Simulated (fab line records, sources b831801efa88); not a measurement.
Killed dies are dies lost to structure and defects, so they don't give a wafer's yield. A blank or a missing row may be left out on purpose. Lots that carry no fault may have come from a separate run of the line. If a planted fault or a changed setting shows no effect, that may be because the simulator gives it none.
A single fault, viewed from 2 desks / flow gf180mcu / each desk holds nothing but its own numbers, with what lay behind them at the end

METROLOGY DESK
What the gauges read, lot by lot, whatever tool the lot ran on: means of the sampled wafers that have a number. Marked OUT: a lot whose mean sits more than 4 standard deviations from the usual mean, which makes it out of limits; the brackets give that distance.
Columns: A = cd-nm at GF_M4_CD_MEAS_14, usual 279.9 nm; B = cd-nm at GF_V5_CD_MEAS_14, usual 260.4 nm
lot=L284; first seen here=day 23 10:28; A=279.4; B=261.1
lot=L285; first seen here=day 24 00:32; A=279.3; B=260.8
lot=L286; first seen here=day 24 06:01; A=282.1; B=259.4
lot=L287; first seen here=day 24 17:43; A=279.3; B=261.7
lot=L290; first seen here=day 25 19:16; A=279.5; B=262.8
lot=L292; first seen here=day 26 03:40; A=280.5; B=260.2
lot=L295; first seen here=day 27 04:34; A=279.2; B=254.8 (-4.6) OUT
lot=L296; first seen here=day 27 09:31; A=280.6; B=253.9 (-5.4) OUT
lot=L299; first seen here=day 28 08:27; A=279.5; B=260.3
lot=L303; first seen here=day 29 15:51; A=278.0; B=260.4
lot=L304; first seen here=day 29 22:54; A=279.1; B=261.7
lot=L305; first seen here=day 29 23:03; A=278.3; B=260.0
lot=L306; first seen here=day 30 04:09; A=279.5; B=261.1
lot=L307; first seen here=day 30 20:19; A=278.3; B=262.2
This desk's finding: out of limits on L295, L296; first on L295, day 30 14:34 (cd-nm at GF_V5_CD_MEAS_14). L284, L285, L286, L287, L290, L292, L299, L303, L304, L305, L306, L307: within limits.

THE TOOL OWNER'S DESK: litho-track-04
The tool's own readings at GF_V5_PEB_12 (peb time 90 s): means of the sampled wafers that have a number, for each lot that ran on this tool. Marked OUT: a lot whose mean sits more than 4 standard deviations from the usual mean, which makes it out of limits; the brackets give that distance.
Columns: A = heater-power-total-W at GF_V5_PEB_12, usual 85.70 W; B = plate-temp-C at GF_V5_PEB_12, usual 134.99 C
lot=L286; first seen here=day 27 21:54; A=85.68; B=134.99
lot=L290; first seen here=day 29 08:33; A=85.68; B=135.00
lot=L292; first seen here=day 29 17:12; A=85.72; B=134.98
lot=L295; first seen here=day 30 14:13; A=91.26 (+71) OUT; B=-
lot=L296; first seen here=day 30 19:13; A=91.34 (+72) OUT; B=-
lot=L299; first seen here=day 31 15:20; A=85.64; B=135.04
This desk's finding: out of limits on L295, L296; first on L295, day 30 14:13 (heater-power-total-W at GF_V5_PEB_12). L286, L290, L292, L299: within limits.

ALL TOGETHER
At day 30 14:13, on L295, L296, the tool owner's desk was in a position to raise an alarm.
At day 30 14:34 the metrology desk could have sounded an alarm, on L295, L296.
On litho-track-04, each named lot ran GF_V5_PEB_12.

WHAT WAS PUT IN BY THE SIMULATOR
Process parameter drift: litho-track-04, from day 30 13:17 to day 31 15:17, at GF_V5_PEB_12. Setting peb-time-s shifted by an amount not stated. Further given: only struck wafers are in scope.
Lots struck among those shown: L295, L296.
Time in hours from fault onset to the first out-of-limits reading at each desk: tool owner's desk 1, metrology desk 1.
